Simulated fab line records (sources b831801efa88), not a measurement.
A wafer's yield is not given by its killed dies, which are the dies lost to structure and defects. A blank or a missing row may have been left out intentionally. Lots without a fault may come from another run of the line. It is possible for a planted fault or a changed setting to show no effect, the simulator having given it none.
fab line records	flow gf180mcu
[record] lots = 13	wafers = 39	lastDay = 34
route steps=602 shown NWELL@53 LVPWELL@58 VT_IMPLANT@97
lots that met no fault: from a run of the same line without faults
startH: start of the lot's first displayed wafer, in hours after the record's first day	waitH: hours since the lot's step before	" as in the row above	L1.1+2: a row that stands for several wafers	- no value, or no start was given	* or withheld: withheld	< > ~ a bound
route shown NAME@n: names a module that has steps shown in the file, with the first one's number in the route	usual: mean/standard deviation of fault-free wafers	same: alike in all rows	chamber/n: place in a boat	sites: the reading at each site	_std_site: their standard deviation	_edge_site: inner sites' mean taken away from outer sites' mean	radiusMm: how far each site lies from the wafer's centre	mask NAME#n: copy n	behind: the tool/chamber that last shaped the wafer	hold: why the lot was held/for how many hours/how that ended	device: which transistor (n, p or np) failed to switch	end of line: the same wafers' tests at the end of the route	a step with no rows: only its recipe	killed: the dies lost at the first sort to structure and to defects; this is not the yield of the wafer	map: per-die view of a wafer (x killed, . not killed, _ where there is no die)
set.NAME: the setting as run; set.NAME@STEP: as run at that earlier step	model.NAME: the simulator's own value behind a step, which no gauge read
one table for each step of the route and one row for each wafer, over a sample of lots
services: a tool's chamber out of use, with start hour (startH, from the record's first day; less than 0 if before it), hours out, and reason
[[steps]]
[step GF_NWELL_TW_MEAS_11]
[usual] NWELL_TW = 1571/11
lot.wafer	tool	chamber	startH	waitH	NWELL_TW
L662.1	filmMetro-01	-	55.66	0.1	1581
L662.2	"	-	"	"	1579
L662.4	"	-	"	"	1575
L663.2	filmMetro-04	-	61.56	0.1	1569
L663.3	"	-	"	"	1582
L663.4	"	-	"	"	1579
L665.1	filmMetro-04	-	70.70	0.1	1592
L665.3	"	-	"	"	1599
L665.5	"	-	"	"	1600
L667.2	filmMetro-02	-	83.38	0.1	1570
L667.4	"	-	"	"	1562
L667.5	"	-	"	"	1563
L668.3	filmMetro-02	-	86.32	0.1	1564
L668.4	"	-	"	"	1573
L668.5	"	-	"	"	1574
L669.2	filmMetro-01	-	94.36	0.1	1558
L669.5	"	-	"	"	1552
L669.6	"	-	"	"	1554
L677.2	filmMetro-02	-	138.26	0.1	1562
L677.3	"	-	"	"	1556
L677.5	"	-	"	"	1553
L678.1	filmMetro-01	-	145.45	0.1	1577
L678.3	"	-	"	"	1578
L678.5	"	-	"	"	1578
L681.2	filmMetro-02	-	160.16	0.1	1575
L681.3	"	-	"	"	1579
L681.5	"	-	"	"	1570
L682.2	filmMetro-01	-	165.41	0.1	1564
L682.3	"	-	"	"	1562
L682.6	"	-	"	"	1580
L683.4	filmMetro-01	-	171.83	0.1	1565
L683.5	"	-	"	"	1566
L683.6	"	-	"	"	1567
L684.2	filmMetro-01	-	175.36	0.1	1559
L684.3	"	-	"	"	1548
L684.6	"	-	"	"	1553
L685.1	filmMetro-01	-	186.55	0.1	1562
L685.2	"	-	"	"	1560
L685.5	"	-	"	"	1560
[step GF_LVPWELL_EXPOSE_04]
[recipe] maskId = LVPWELL	targetCdNm = 600	na = 0.6	sourceShape = conventional	sigmaOuter = 0.6	doseMj = 260
[usual] reticleTempC = 23.00/0.11
lot.wafer	tool	chamber	startH	waitH	mask	reticleTempC
L662.1	ilineStepper-01	0	62.45	-	LVPWELL#0	22.98
L662.2	"	0	"	"	LVPWELL#0	23.04
L662.4	"	0	"	"	LVPWELL#0	22.92
L663.2	ilineStepper-01	0	67.64	-	LVPWELL#0	23.11
L663.3	"	0	"	"	LVPWELL#0	23.01
L663.4	"	0	"	"	LVPWELL#0	23.02
L665.1	ilineStepper-01	0	77.83	-	LVPWELL#0	23.01
L665.3	"	0	"	"	LVPWELL#0	22.98
L665.5	"	0	"	"	LVPWELL#0	22.82
L667.2	ilineStepper-01	0	90.14	-	LVPWELL#0	22.98
L667.4	"	0	"	"	LVPWELL#0	22.89
L667.5	"	0	"	"	LVPWELL#0	23.00
L668.3	ilineStepper-01	0	93.51	-	LVPWELL#0	22.94
L668.4	"	0	"	"	LVPWELL#0	22.90
L668.5	"	0	"	"	LVPWELL#0	22.85
L669.2	ilineStepper-01	0	100.97	-	DNWELL#0	22.95
L669.5	"	0	"	"	DNWELL#0	22.87
L669.6	"	0	"	"	DNWELL#0	22.86
L677.2	ilineStepper-02	0	146.14	-	LVPWELL#0	23.16
L677.3	"	0	"	"	LVPWELL#0	23.16
L677.5	"	0	"	"	LVPWELL#0	23.08
L678.1	ilineStepper-01	0	152.96	-	LVPWELL#0	23.04
L678.3	"	0	"	"	LVPWELL#0	23.08
L678.5	"	0	"	"	LVPWELL#0	23.12
L681.2	ilineStepper-01	0	167.99	-	LVPWELL#0	23.17
L681.3	"	0	"	"	LVPWELL#0	23.12
L681.5	"	0	"	"	LVPWELL#0	23.10
L682.2	ilineStepper-01	0	173.39	-	LVPWELL#0	23.11
L682.3	"	0	"	"	LVPWELL#0	23.25
L682.6	"	0	"	"	LVPWELL#0	23.06
L683.4	ilineStepper-01	0	180.52	-	LVPWELL#0	23.01
L683.5	"	0	"	"	LVPWELL#0	22.99
L683.6	"	0	"	"	LVPWELL#0	22.92
L684.2	ilineStepper-02	0	183.90	-	LVPWELL#0	22.91
L684.3	"	0	"	"	LVPWELL#0	23.11
L684.6	"	0	"	"	LVPWELL#0	22.98
L685.1	ilineStepper-01	0	194.98	-	LVPWELL#0	23.05
L685.2	"	0	"	"	LVPWELL#0	22.91
L685.5	"	0	"	"	LVPWELL#0	23.06
[step GF_LVPWELL_OVL_MEAS_07]
[usual] LVPWELL_OVL = 0.3/1.4
lot.wafer	tool	chamber	startH	waitH	LVPWELL_OVL[nm]
L662.1	overlay-02	-	68.67	-	-1.3
L662.2	"	-	"	"	-1.4
L662.4	"	-	"	"	-1.5
L663.2	overlay-02	-	73.98	-	0.9
L663.3	"	-	"	"	0.6
L663.4	"	-	"	"	-0.1
L665.1	overlay-02	-	84.32	-	-0.7
L665.3	"	-	"	"	-1.7
L665.5	"	-	"	"	-0.4
L667.2	overlay-01	-	97.47	-	-2.1
L667.4	"	-	"	"	0.9
L667.5	"	-	"	"	0.0
L668.3	overlay-02	-	99.97	-	-0.1
L668.4	"	-	"	"	1.4
L668.5	"	-	"	"	-0.2
L669.2	overlay-02	-	108.13	-	-
L669.5	"	-	"	"	-
L669.6	"	-	"	"	-
L677.2	overlay-01	-	153.21	-	-1.2
L677.3	"	-	"	"	0.0
L677.5	"	-	"	"	-0.5
L678.1	overlay-02	-	160.47	-	-0.1
L678.3	"	-	"	"	1.9
L678.5	"	-	"	"	0.9
L681.2	overlay-02	-	176.02	-	1.2
L681.3	"	-	"	"	1.6
L681.5	"	-	"	"	-0.5
L682.2	overlay-01	-	181.17	-	1.1
L682.3	"	-	"	"	0.4
L682.6	"	-	"	"	1.5
L683.4	overlay-01	-	188.44	-	1.2
L683.5	"	-	"	"	1.3
L683.6	"	-	"	"	2.1
L684.2	overlay-02	-	192.22	-	-1.8
L684.3	"	-	"	"	0.5
L684.6	"	-	"	"	0.4
L685.1	overlay-02	-	202.75	-	-0.3
L685.2	"	-	"	"	1.5
L685.5	"	-	"	"	0.1
[step GF_LVPWELL_STRIP_10]
[recipe] chemistry = O2/N2	powerW = 1400	pressureMtorr = 1500	platenTempC = 250	o2FlowSccm = 3000	n2FlowSccm = 300	overashFraction = 0.5
[usual] drypumpMotorCurrentA = 5.8/0.59	heaterPowerW = 338/19	o2FlowSccm = 2999/9.6	oesProductAu = 0.722/0.0044	stripTimeToEndpointS = 36.98/0.1
lot.wafer	tool	chamber	startH	waitH	drypumpMotorCurrentA	heaterPowerW	o2FlowSccm	oesProductAu	rfHoursCounterH	stripTimeToEndpointS
L662.1	plasmaAsher-04	0	69.01	0.1	5.3	361	2993	0.717	40	37.04
L662.2	"	1	"	"	6.3	346	3005	0.722	40	36.94
L662.4	"	1	"	"	6.3	346	2989	0.716	-	37.06
L663.2	plasmaAsher-03	0	74.31	0.1	6.6	348	3000	0.717	42	36.94
L663.3	"	0	"	"	6.7	351	3000	0.722	-	36.85
L663.4	"	1	"	"	5.2	322	2997	0.729	-	36.91
L665.1	plasmaAsher-04	0	84.65	0.1	5.3	358	3000	0.725	41	37.00
L665.3	"	0	"	"	5.3	362	3004	0.722	-	36.90
L665.5	"	0	"	"	5.3	364	2999	0.724	-	36.99
L667.2	plasmaAsher-04	1	97.80	0.1	6.4	341	3013	0.722	43	36.99
L667.4	"	0	"	"	5.3	364	3012	0.711	-	37.01
L667.5	"	1	"	"	6.3	344	3011	0.726	-	36.91
L668.3	plasmaAsher-03	0	100.32	0.1	6.7	353	2985	0.722	-	36.85
L668.4	"	1	"	"	5.2	325	2982	0.719	-	36.95
L668.5	"	0	"	"	6.7	360	2997	0.719	-	36.90
L669.2	plasmaAsher-02	0	108.46	0.1	5.7	300	2993	0.721	48	36.98
L669.5	"	1	"	"	5.6	321	3004	0.729	-	36.92
L669.6	"	0	"	"	5.7	306	3000	0.711	-	36.97
L677.2	plasmaAsher-03	1	153.54	0.1	5.2	325	3021	0.726	50	37.04
L677.3	"	1	"	"	5.2	332	3007	0.721	-	37.02
L677.5	"	1	"	"	5.2	319	3010	0.718	-	37.13
L678.1	plasmaAsher-02	1	160.80	0.1	5.6	318	2993	0.719	5	36.96
L678.3	"	1	"	"	5.6	315	3003	0.722	-	36.91
L678.5	"	1	"	"	5.6	309	2997	0.719	-	36.95
L681.2	plasmaAsher-03	0	176.35	0.1	6.7	351	3015	0.717	52	36.91
L681.3	"	0	"	"	6.6	356	2990	0.719	-	37.04
L681.5	"	1	"	"	5.2	324	2984	0.721	-	36.96
L682.2	plasmaAsher-03	1	181.50	0.1	5.2	318	2994	0.722	53	37.16
L682.3	"	0	"	"	6.6	347	2989	0.722	-	37.04
L682.6	"	0	"	"	6.6	357	2999	0.719	-	36.99
L683.4	plasmaAsher-03	0	188.79	0.1	6.6	348	2988	0.723	-	36.95
L683.5	"	1	"	"	5.2	328	3001	0.722	-	36.98
L683.6	"	0	"	"	6.6	361	2993	0.730	-	36.89
L684.2	plasmaAsher-03	1	192.55	0.1	5.2	323	2997	0.729	54	36.96
L684.3	"	0	"	"	6.7	355	3009	0.713	-	37.15
L684.6	"	1	"	"	5.2	328	3006	0.719	-	37.06
L685.1	plasmaAsher-02	1	203.09	0.1	5.6	310	2986	0.723	9	37.01
L685.2	"	0	"	"	5.7	321	2990	0.717	9	36.99
L685.5	"	0	"	"	5.7	315	2994	0.724	-	37.03
[step GF_LVPWELL_TW_MEAS_11]
[usual] LVPWELL_TW = 558/3.2
lot.wafer	tool	chamber	startH	waitH	LVPWELL_TW
L662.1	filmMetro-02	-	69.11	0.1	559
L662.2	"	-	"	"	557
L662.4	"	-	"	"	561
L663.2	filmMetro-01	-	74.42	0.1	553
L663.3	"	-	"	"	553
L663.4	"	-	"	"	555
L665.1	filmMetro-02	-	84.75	0.1	558
L665.3	"	-	"	"	555
L665.5	"	-	"	"	552
L667.2	filmMetro-02	-	97.91	0.1	556
L667.4	"	-	"	"	558
L667.5	"	-	"	"	560
L668.3	filmMetro-01	-	100.41	0.1	561
L668.4	"	-	"	"	561
L668.5	"	-	"	"	562
L669.2	filmMetro-02	-	108.57	0.1	30
L669.5	"	-	"	"	30
L669.6	"	-	"	"	30
L677.2	filmMetro-02	-	153.65	0.1	558
L677.3	"	-	"	"	559
L677.5	"	-	"	"	560
L678.1	filmMetro-02	-	160.90	0.1	558
L678.3	"	-	"	"	558
L678.5	"	-	"	"	560
L681.2	filmMetro-01	-	176.46	0.1	554
L681.3	"	-	"	"	553
L681.5	"	-	"	"	552
L682.2	filmMetro-01	-	181.61	0.1	556
L682.3	"	-	"	"	553
L682.6	"	-	"	"	556
L683.4	filmMetro-01	-	188.88	0.1	555
L683.5	"	-	"	"	553
L683.6	"	-	"	"	554
L684.2	filmMetro-04	-	192.66	0.1	563
L684.3	"	-	"	"	562
L684.6	"	-	"	"	558
L685.1	filmMetro-01	-	203.19	0.1	560
L685.2	"	-	"	"	562
L685.5	"	-	"	"	559
[step GF_VT_IMPLANT_OVL_MEAS_07]
[usual] VT_IMPLANT_OVL = 0.3/1.2
lot.wafer	tool	chamber	startH	waitH	VT_IMPLANT_OVL[nm]
L662.1	overlay-01	-	111.62	0.1	0.9
L662.2	"	-	"	"	-0.1
L662.4	"	-	"	"	0.7
L663.2	overlay-01	-	116.93	0.1	-0.6
L663.3	"	-	"	"	-0.5
L663.4	"	-	"	"	-1.3
L665.1	overlay-02	-	129.12	0.1	-0.4
L665.3	"	-	"	"	1.2
L665.5	"	-	"	"	1.8
L667.2	overlay-02	-	143.52	0.1	-1.4
L667.4	"	-	"	"	-0.2
L667.5	"	-	"	"	0.5
L668.3	overlay-02	-	145.63	0.1	-0.6
L668.4	"	-	"	"	0.6
L668.5	"	-	"	"	0.3
L669.2	overlay-01	-	154.42	0.1	-1.7
L669.5	"	-	"	"	1.5
L669.6	"	-	"	"	-0.6
L677.2	overlay-01	-	203.82	0.1	-0.5
L677.3	"	-	"	"	-1.2
L677.5	"	-	"	"	-0.3
L678.1	overlay-01	-	210.42	0.1	1.3
L678.3	"	-	"	"	0.4
L678.5	"	-	"	"	4.6
L681.2	overlay-02	-	227.57	0.1	-0.6
L681.3	"	-	"	"	-0.2
L681.5	"	-	"	"	0.5
L682.2	overlay-02	-	235.27	0.1	1.3
L682.3	"	-	"	"	0.6
L682.6	"	-	"	"	0.9
L683.4	overlay-01	-	241.88	0.1	-1.4
L683.5	"	-	"	"	0.3
L683.6	"	-	"	"	-1.2
L684.2	overlay-01	-	245.87	0.1	2.0
L684.3	"	-	"	"	2.0
L684.6	"	-	"	"	-0.5
L685.1	overlay-01	-	257.76	0.1	1.3
L685.2	"	-	"	"	0.5
L685.5	"	-	"	"	-0.1
[[services]]
tool	chamber	startH	hours	kind
ilineStepper-02	-	55.80	16.3	repair
ilineStepper-02	-	72.12	1.7	pm
ilineStepper-02	-	73.78	8.9	pm
plasmaAsher-02	-	75.22	1.4	repair
plasmaAsher-02	-	108.75	9.0	pm
plasmaAsher-02	0	108.75	9.0	ventCycle
plasmaAsher-02	1	108.75	9.0	ventCycle
plasmaAsher-02	0	117.75	-	clean
plasmaAsher-02	1	117.75	-	clean
ilineStepper-01	0	126.86	-	calibration
ilineStepper-01	-	139.10	7.8	repair
plasmaAsher-04	-	141.66	2.6	repair
plasmaAsher-03	-	156.97	2.8	repair
ilineStepper-02	0	164.08	-	calibration
ilineStepper-02	-	167.13	5.4	repair
plasmaAsher-04	-	191.58	0.5	repair
plasmaAsher-02	-	197.97	2.8	pm
[[key]]
[firstSign] step = GF_LVPWELL_EXPOSE_04	reading = mask	direction = changed
[effect] step = GF_LVPWELL_OVL_MEAS_07	reading = LVPWELL_OVL	direction = missing
[effect] step = GF_LVPWELL_TW_MEAS_11	reading = LVPWELL_TW	direction = down	sigmas = 99+	usual = 558	struck = 30
metAt GF_LVPWELL_EXPOSE_04
struckLots L669
sortLeftOut L669.2,L669.5,L669.6
testerLeftOut L669
notActingAt GF_NWELL_TW_MEAS_11,GF_LVPWELL_STRIP_10,GF_VT_IMPLANT_OVL_MEAS_07
onsetBetween 93.51 100.97
[fault] kind = wrongMask	tool = any	chamber = -	onsetH = 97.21	steps = GF_LVPWELL_EXPOSE_04	auxCopy = DNWELL#0	scope = struckLotsOnly
// testerLeftOut: of these lots the tester's yield and bins aren't shown, on N5 and GAA mostly nor the transistor test; their killed dies are dies lost to structure and defects alone, not to doping, threshold or leakage, so they don't give the yield
// sortLeftOut: the simulated sort isn't trusted on such a fault, so these wafers' sort isn't shown, and their yield isn't known
